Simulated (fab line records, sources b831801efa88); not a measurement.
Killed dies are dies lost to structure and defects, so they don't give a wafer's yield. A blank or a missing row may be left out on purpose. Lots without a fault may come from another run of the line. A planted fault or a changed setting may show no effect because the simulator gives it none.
Which tool did it? | flow sky130 | 13 lots, 39 wafers sampled, at 3 steps of a route of 708

WHAT THE GAUGES READ, wafer by wafer
The record holds no reading of a measuring or inspecting step that can be judged against a usual standard deviation.

WHICH TOOL RAN EACH LOT (tool, then ch and the chambers of the sampled wafers, then the start)
lot  | SKY_METAL3_METAL_ETCH_18          | SKY_METAL3_STRIP_19                  | SKY_PAD_OPEN_PROBE_99
L381 | rie_metal-04 ch 0,1, day 38 05:02 | plasma_asher-02 ch 0,1, day 38 05:12 | prober-02, day 45 16:05
L383 | rie_metal-03 ch 0,1, day 38 11:16 | plasma_asher-02 ch 0,1, day 38 11:26 | prober-02, day 45 20:10
L384 | rie_metal-01 ch 0,1, day 39 01:34 | plasma_asher-01 ch 0,1, day 39 01:45 | prober-01, day 46 07:59
L390 | rie_metal-03 ch 0,1, day 40 23:41 | plasma_asher-01 ch 0,1, day 40 23:50 | prober-01, day 47 19:52
L394 | rie_metal-01 ch 0,1, day 41 21:58 | plasma_asher-01 ch 0,1, day 41 22:07 | prober-01, day 48 12:30
L395 | rie_metal-04 ch 0, day 42 03:25   | plasma_asher-01 ch 0,1, day 42 03:47 | prober-02, day 48 15:36
L396 | rie_metal-04 ch 0,1, day 42 13:19 | plasma_asher-04 ch 0,1, day 42 13:30 | prober-02, day 49 00:11
L397 | rie_metal-01 ch 0,1, day 43 02:04 | plasma_asher-04 ch 0,1, day 43 02:14 | prober-01, day 49 08:28
L401 | rie_metal-01 ch 0,1, day 44 03:01 | plasma_asher-01 ch 0,1, day 44 03:11 | prober-02, day 50 04:17
L400 | rie_metal-03 ch 0,1, day 44 06:38 | plasma_asher-04 ch 0,1, day 44 06:48 | prober-01, day 50 06:36
L402 | rie_metal-01 ch 0,1, day 44 12:44 | plasma_asher-01 ch 1, day 44 12:54   | prober-02, day 50 10:39
L403 | rie_metal-04 ch 0,1, day 44 13:52 | plasma_asher-04 ch 0,1, day 44 14:02 | prober-01, day 50 12:09
L404 | rie_metal-04 ch 0,1, day 44 18:13 | plasma_asher-02 ch 0,1, day 44 18:23 | prober-02, day 50 15:36
- SKY_METAL3_METAL_ETCH_18: etches the open film in Cl2/BCl3, stops on SiO2, target depth 845 nm, time 183.1 s.
- SKY_METAL3_STRIP_19: strips in O2/N2.
- SKY_PAD_OPEN_PROBE_99

WHAT THE TOOLS THEMSELVES READ (means of the sampled wafers that have a number; where no wafer has one, the mark that the record gives instead)
SKY_METAL3_METAL_ETCH_18.
lot  | tool         | drypump_motor_current_A (A) | he_backside_leak_sccm (sccm) | oes_product_au (a.u.) | throttle_valve_pct (%)
L381 | rie_metal-04 | 5.3                         | 3.1                          | 0.869                 | 22.264
L383 | rie_metal-03 | 6.1                         | 3.3                          | 0.870                 | 22.264
L384 | rie_metal-01 | 6.2                         | 3.3                          | 0.871                 | 22.259
L390 | rie_metal-03 | 6.0                         | 3.3                          | 0.867                 | 22.256
L394 | rie_metal-01 | 6.2                         | 4.0                          | 0.867                 | 22.266
L395 | rie_metal-04 | 5.5                         | 3.2                          | 0.877                 | 22.270
L396 | rie_metal-04 | 5.2                         | 3.1                          | 0.867                 | 22.261
L397 | rie_metal-01 | 6.0                         | 3.5                          | 0.862                 | 22.259
L401 | rie_metal-01 | 6.0                         | 3.4                          | 0.863                 | 22.262
L400 | rie_metal-03 | 5.7                         | 3.6                          | 0.857                 | 22.264
L402 | rie_metal-01 | 6.3                         | 3.3                          | 0.865                 | 22.265
L403 | rie_metal-04 | 5.2                         | 3.1                          | 0.872                 | 22.257
L404 | rie_metal-04 | 5.3                         | 3.2                          | 0.858                 | 22.259

SKY_METAL3_STRIP_19.
lot  | tool            | drypump_motor_current_A (A) | n2_flow_sccm (sccm) | oes_product_au (a.u.) | strip_time_to_endpoint_s (s)
L381 | plasma_asher-02 | 5.7                         | 299.0               | 0.503                 | 6.45
L383 | plasma_asher-02 | 5.9                         | 300.5               | 0.501                 | 6.44
L384 | plasma_asher-01 | 5.5                         | 300.0               | 0.501                 | 6.50
L390 | plasma_asher-01 | 5.5                         | 299.8               | 0.522                 | 6.99
L394 | plasma_asher-01 | 5.9                         | 299.5               | 0.492                 | 6.36
L395 | plasma_asher-01 | 5.5                         | 300.7               | 0.501                 | 6.54
L396 | plasma_asher-04 | 5.8                         | 300.1               | 0.507                 | 6.56
L397 | plasma_asher-04 | 5.8                         | 300.4               | 0.498                 | 6.45
L401 | plasma_asher-01 | 5.9                         | 299.6               | 0.498                 | 6.48
L400 | plasma_asher-04 | 5.5                         | 300.5               | 0.497                 | 6.41
L402 | plasma_asher-01 | 5.0                         | 299.2               | 0.495                 | 6.38
L403 | plasma_asher-04 | 5.5                         | 301.0               | 0.501                 | 6.57
L404 | plasma_asher-02 | 5.9                         | 300.8               | 0.505                 | 6.54

SKY_PAD_OPEN_PROBE_99.
lot  | tool      | defect_limited_yield (%) | killed_at_M0_to_M3 | killed_at_M4_up | killed_at_contacts | killed_at_front_end | killed_at_other | killed_dies | killed_on_rim | killed_open | killed_short | sort_bin_3_pad_short (%) | sort_bin_5_function (%) | sort_bin_6_memory (%) | sort_n_pass | sort_yield_pct (%)
L381 | prober-02 | 81.0                     | 54                 | 2.0             | 23                 | 14                  | 0.0             | 93          | 20            | 49          | 44           | 1.3                      | 10.8                    | 6.8                   | 399         | 81.0
L383 | prober-02 | 83.2                     | 43                 | 3.7             | 24                 | 11                  | 0.3             | 82          | 18            | 47          | 36           | 0.5                      | 9.5                     | 6.8                   | 410         | 83.2
L384 | prober-01 | 84.0                     | 41                 | 5.3             | 21                 | 12                  | 0.3             | 79          | 17            | 41          | 38           | 0.7                      | 9.1                     | 6.2                   | 413         | 84.0
L390 | prober-01 | 59.1                     | 166                | 2.3             | 20                 | 12                  | 0.7             | 201         | 34            | 43          | 41           | 0.3                      | 34.1                    | 6.4                   | 291         | 59.1
L394 | prober-01 | 80.2                     | 51                 | 4.0             | 24                 | 19                  | 0.3             | 97          | 19            | 53          | 45           | 1.1                      | 12.3                    | 6.4                   | 395         | 80.2
L395 | prober-02 | 84.1                     | 38                 | 1.3             | 25                 | 14                  | 0.0             | 78          | 16            | 44          | 35           | 0.7                      | 8.2                     | 7.0                   | 414         | 84.1
L396 | prober-02 | 84.2                     | 34                 | 3.3             | 23                 | 17                  | 0.0             | 78          | 17            | 42          | 36           | 0.7                      | 10.3                    | 4.8                   | 414         | 84.2
L397 | prober-01 | 82.8                     | 41                 | 3.3             | 22                 | 17                  | 0.3             | 84          | 16            | 45          | 39           | 0.8                      | 9.1                     | 7.2                   | 408         | 82.8
L401 | prober-02 | 84.2                     | 36                 | 2.7             | 27                 | 12                  | 0.3             | 78          | 17            | 42          | 36           | 0.5                      | 9.4                     | 5.8                   | 414         | 84.2
L400 | prober-01 | 83.2                     | 37                 | 3.0             | 27                 | 15                  | 0.7             | 83          | 14            | 41          | 41           | 1.1                      | 9.8                     | 5.9                   | 409         | 83.2
L402 | prober-02 | 84.4                     | 38                 | 2.3             | 22                 | 14                  | 1.0             | 77          | 14            | 42          | 35           | 0.7                      | 8.5                     | 6.3                   | 415         | 84.4
L403 | prober-01 | 82.0                     | 41                 | 1.3             | 29                 | 17                  | 0.0             | 88          | 22            | 43          | 45           | 0.8                      | 10.8                    | 6.4                   | 404         | 82.0
L404 | prober-02 | 82.2                     | 46                 | 2.0             | 22                 | 17                  | 0.3             | 88          | 17            | 48          | 40           | 1.0                      | 10.5                    | 6.4                   | 404         | 82.2

THE ANSWER, worked out from the rows above alone
Rule: what is usual is taken from the lots themselves. Put in order of their means at a reading, lots are off if they are a third of the lots or fewer, leave a main group of 4 or more, and stand apart from it by a gap of 3 or more times the standard deviation of the main group's means; of several such gaps the widest counts. A main group whose means are all the same, to the digits that the tables above print for the reading, isn't used. A lot without any number at a reading at which 4 lots or more have one is off too. The other lots that the step has rows for count as sound. The gauges are gone through in route order, then the tools' own readings, and for those a lot's mean is taken as printed above. The first step at which some lot is off is used, and at that step the reading that is off furthest; a lot without a number counts as furthest.
Off: L390, at SKY_METAL3_STRIP_19 (strip_time_to_endpoint_s). The main group: mean 6.47 s, standard deviation 0.067.
A tool fits if, at that step or a process step before it, it ran every lot that is off, and no sound lot after the first of them. None of those tried fits.

WHAT THE SIMULATOR HAD PUT IN
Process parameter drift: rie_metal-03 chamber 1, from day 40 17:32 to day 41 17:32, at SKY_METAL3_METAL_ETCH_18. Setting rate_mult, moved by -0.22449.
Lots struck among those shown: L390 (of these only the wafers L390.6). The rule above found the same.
